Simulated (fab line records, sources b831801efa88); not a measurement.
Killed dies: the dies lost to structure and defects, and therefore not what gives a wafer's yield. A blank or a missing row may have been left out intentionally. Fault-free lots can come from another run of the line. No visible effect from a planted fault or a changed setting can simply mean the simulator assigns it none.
One fault through the eyes of 2 desks | flow gf180mcu | numbers are kept per desk, each desk with only its own; the story behind them comes last

## TOOL OWNER'S DESK, iline-stepper-02
The tool's own readings at GF_HV_LDD_EXPOSE_04 (exposes mask Nplus LV AREA, target cd 400 nm): means of the sampled wafers that have a number, for each lot that ran on this tool. A lot is out of limits, marked OUT, if its mean lies more than 4 standard deviations from the usual mean; the brackets give that distance.
Columns: A = exposure-dose-mJ-cm2 at GF_HV_LDD_EXPOSE_04, usual 139.94
lot  | first seen here | A
L630 | day 11 06:03    | 139.86
L638 | day 13 15:23    | 139.82
L639 | day 13 20:11    | 140.17
L642 | day 14 17:28    | 139.83
L644 | day 15 08:52    | 140.12
L648 | day 16 13:47    | 139.92
Finding of this desk: none of the 6 lots has anything out of limits.

## THE METROLOGY DESK
Means of the sampled wafers that have a number, per lot and without regard to the tool the lot ran on: this is what the gauges read. A lot is out of limits, marked OUT, if its mean lies more than 4 standard deviations from the usual mean; the brackets give that distance.
Columns: A = POLY_GATE_OVL at GF_POLY_GATE_OVL_MEAS_11, usual 2 nm; B = POLY_GATE_OXIDATION_THK at GF_POLY_GATE_THK_MEAS_17, usual 4.05 nm; C = HV_LDD_OVL at GF_HV_LDD_OVL_MEAS_08, usual -0.2 nm; D = cd-nm at GF_HV_LDD_CD_MEAS_19, usual 400.1 nm
lot  | first seen here | A  | B    | C               | D
L625 | day 9 10:30     | 3  | 4.07 | 1.4             | 402.5
L626 | day 9 15:23     | 4  | 3.99 | -1.1            | 400.0
L628 | day 10 04:27    | 5  | 3.98 | -0.0            | 401.0
L629 | day 10 08:50    | 2  | 4.04 | -1.4            | 400.6
L630 | day 10 18:43    | -1 | 4.08 | -0.9            | 399.5
L633 | day 11 12:59    | -3 | 4.04 | 0.3             | 400.6
L637 | day 12 16:15    | -3 | 4.05 | -1.5            | 399.7
L638 | day 13 03:53    | 0  | 3.99 | -1.8            | 400.9
L639 | day 13 06:48    | 1  | 4.02 | -1.8            | 397.6
L642 | day 14 04:05    | 2  | 4.11 | 0.0             | 400.0
L644 | day 14 20:28    | 4  | 4.08 | -92.7 (-66) OUT | 400.7
L646 | day 15 10:40    | 4  | 4.06 | 1.9             | 402.0
L647 | day 15 20:58    | 6  | 3.98 | 0.9             | 398.4
L648 | day 16 01:11    | 5  | 3.99 | -94.3 (-67) OUT | 399.1
This desk's result: L644, L648 out of limits, first on L644 (HV_LDD_OVL at GF_HV_LDD_OVL_MEAS_08), day 15 19:58. In limits: L625, L626, L628, L629, L630, L633, L637, L638, L639, L642, L646, L647.

## PUT TOGETHER
Metrology desk: alarm possible at day 15 19:58 on L644, L648.
The tool owner's desk saw nothing out of limits.
On record at the tool owner's desk: L644, L648, within its limits.
Of the lots named, all ran GF_HV_LDD_EXPOSE_04 on iline-stepper-02.

## WHAT WAS PUT IN BY THE SIMULATOR
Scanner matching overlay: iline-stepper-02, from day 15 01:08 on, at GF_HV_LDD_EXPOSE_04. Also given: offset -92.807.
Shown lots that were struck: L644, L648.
Per desk, hours elapsed from the start of the fault to the first reading out of limits: for the metrology desk, 19.
